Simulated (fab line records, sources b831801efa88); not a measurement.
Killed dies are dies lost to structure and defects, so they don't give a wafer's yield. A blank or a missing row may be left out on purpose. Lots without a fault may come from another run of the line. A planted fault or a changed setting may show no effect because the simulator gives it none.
Which tool did it? | flow gf180mcu | 9 lots, 26 wafers sampled, at 6 steps of a route of 602

WHAT THE GAUGES READ, wafer by wafer
GF_V4_OVL_MEAS_15.
lot  | measured     | on         | V4_OVL (nm)
L935 | day 24 16:12 | overlay-02 | -4 -6 9
L936 | day 24 17:51 | overlay-02 | -3 -1 3
L937 | day 25 13:47 | overlay-02 | -7 -6 -13
L938 | day 25 14:35 | overlay-01 | 0 -2 -17
L939 | day 25 18:35 | overlay-01 | -17 -13 -18
L940 | day 26 02:06 | overlay-02 | 7 -3 1
L946 | day 28 09:19 | overlay-02 | -10 3
L951 | day 29 12:14 | overlay-02 | -5 -4 -8
L957 | day 31 01:00 | overlay-01 | 6 -9 -12

GF_V5_THK_MEAS_03.
lot  | measured     | on            | V5_CVD_02_THK (nm)
L935 | day 26 13:38 | film_metro-02 | 1438 1418 1434
L936 | day 26 15:20 | film_metro-03 | 1445 1475 1466
L937 | day 27 10:49 | film_metro-04 | 1445 1421 1470
L938 | day 27 11:29 | film_metro-04 | 1423 1417 1474
L939 | day 27 15:19 | film_metro-04 | 1431 1431 1464
L940 | day 27 21:28 | film_metro-03 | 1418 1458 1450
L946 | day 30 02:22 | film_metro-03 | 1427 1442
L951 | day 31 03:35 | film_metro-04 | 1433 1409 1445
L957 | day 32 13:30 | film_metro-04 | 1443 1471 1459

GF_V5_RS_MEAS_24: measures by four-point-probe.
lot  | measured     | on            | V5_W_RS (ohm/sq)
L935 | day 27 11:40 | film_metro-03 | 0.325 0.322 0.326
L936 | day 27 13:20 | film_metro-04 | 0.328 0.328 0.329
L937 | day 28 08:08 | film_metro-02 | 0.324 0.327 0.323
L938 | day 28 08:50 | film_metro-03 | 0.327 0.327 0.325
L939 | day 28 13:10 | film_metro-02 | 0.326 0.326 0.322
L940 | day 28 18:16 | film_metro-02 | 0.321 0.326 0.325
L946 | day 30 21:59 | film_metro-04 | 0.202 0.328
L951 | day 31 22:41 | film_metro-03 | 0.333 0.339 0.334
L957 | day 33 06:07 | film_metro-03 | 0.329 0.327 0.332

GF_V5_THK_MEAS_25: measures by xrf.
lot  | measured     | on            | V5_W_THK (nm)
L935 | day 27 11:47 | film_metro-03 | 348 350 343
L936 | day 27 13:27 | film_metro-04 | 345 348 346
L937 | day 28 08:15 | film_metro-02 | 344 342 346
L938 | day 28 08:56 | film_metro-03 | 344 344 345
L939 | day 28 13:17 | film_metro-02 | 341 341 346
L940 | day 28 18:22 | film_metro-02 | 346 342 344
L946 | day 30 22:07 | film_metro-04 | 558 349
L951 | day 31 22:48 | film_metro-03 | 332 332 334
L957 | day 33 06:13 | film_metro-03 | 342 345 339

WHICH TOOL RAN EACH LOT (tool, then ch and the chambers of the sampled wafers, then the start)
lot  | GF_V5_SPUTTER_22             | GF_V5_CVD_23
L935 | pvd_sputter-04, day 27 11:31 | cvd_w-01 ch 0,1, day 27 11:33
L936 | pvd_sputter-02, day 27 13:10 | cvd_w-01 ch 0,1, day 27 13:13
L937 | pvd_sputter-03, day 28 07:58 | cvd_w-02 ch 0,1, day 28 08:01
L938 | pvd_sputter-04, day 28 08:40 | cvd_w-01 ch 0,1, day 28 08:42
L939 | pvd_sputter-04, day 28 13:01 | cvd_w-02 ch 0,1, day 28 13:03
L940 | pvd_sputter-04, day 28 18:05 | cvd_w-02 ch 0,1, day 28 18:09
L946 | pvd_sputter-02, day 30 21:50 | cvd_w-01 ch 1, day 30 21:53
L951 | pvd_sputter-02, day 31 22:32 | cvd_w-02 ch 0,1, day 31 22:34
L957 | pvd_sputter-02, day 33 05:55 | cvd_w-02 ch 0,1, day 33 05:59
- GF_V5_SPUTTER_22: material TiN, target thk 10 nm, time 40 s.
- GF_V5_CVD_23: deposits W, target thk 350 nm, time 104.9 s.

WHAT THE TOOLS THEMSELVES READ (means of the sampled wafers that have a number; where no wafer has one, the mark that the record gives instead)
GF_V5_SPUTTER_22.
lot  | tool           | throttle_valve_pct (%)
L935 | pvd_sputter-04 | 30.5
L936 | pvd_sputter-02 | 30.2
L937 | pvd_sputter-03 | 29.8
L938 | pvd_sputter-04 | 30.9
L939 | pvd_sputter-04 | 30.2
L940 | pvd_sputter-04 | 30.7
L946 | pvd_sputter-02 | 30.5
L951 | pvd_sputter-02 | 29.9
L957 | pvd_sputter-02 | 29.6

GF_V5_CVD_23.
lot  | tool     | heater_power_w (W)
L935 | cvd_w-01 | 824
L936 | cvd_w-01 | 906
L937 | cvd_w-02 | 860
L938 | cvd_w-01 | 816
L939 | cvd_w-02 | 856
L940 | cvd_w-02 | 857
L946 | cvd_w-01 | 974
L951 | cvd_w-02 | 850
L957 | cvd_w-02 | 849

THE ANSWER, worked out from the rows above alone
Rule: what is usual is taken from the lots themselves. Put in order of their means at a reading, lots are off if they are a third of the lots or fewer, leave a main group of 4 or more, and stand apart from it by a gap of 3 or more times the standard deviation of the main group's means; of several such gaps the widest counts. A main group whose means are all the same, to the digits that the tables above print for the reading, isn't used. A lot without any number at a reading at which 4 lots or more have one is off too. The other lots that the step has rows for count as sound. The gauges are gone through in route order, then the tools' own readings, and for those a lot's mean is taken as printed above. The first step at which some lot is off is used, and at that step the reading that is off furthest; a lot without a number counts as furthest.
Off: L946, at GF_V5_RS_MEAS_24 (V5_W_RS). The main group: mean 0.327 ohm/sq, standard deviation 0.0036.
A tool fits if, at a process step before that reading, it ran every lot that is off, and no sound lot after the first of them. The gauges at GF_V5_RS_MEAS_24 are tried like those tools. Can't be told from this: 2 tools fit, cvd_w-01 at GF_V5_CVD_23, film_metro-04 at GF_V5_RS_MEAS_24.

WHAT THE SIMULATOR HAD PUT IN
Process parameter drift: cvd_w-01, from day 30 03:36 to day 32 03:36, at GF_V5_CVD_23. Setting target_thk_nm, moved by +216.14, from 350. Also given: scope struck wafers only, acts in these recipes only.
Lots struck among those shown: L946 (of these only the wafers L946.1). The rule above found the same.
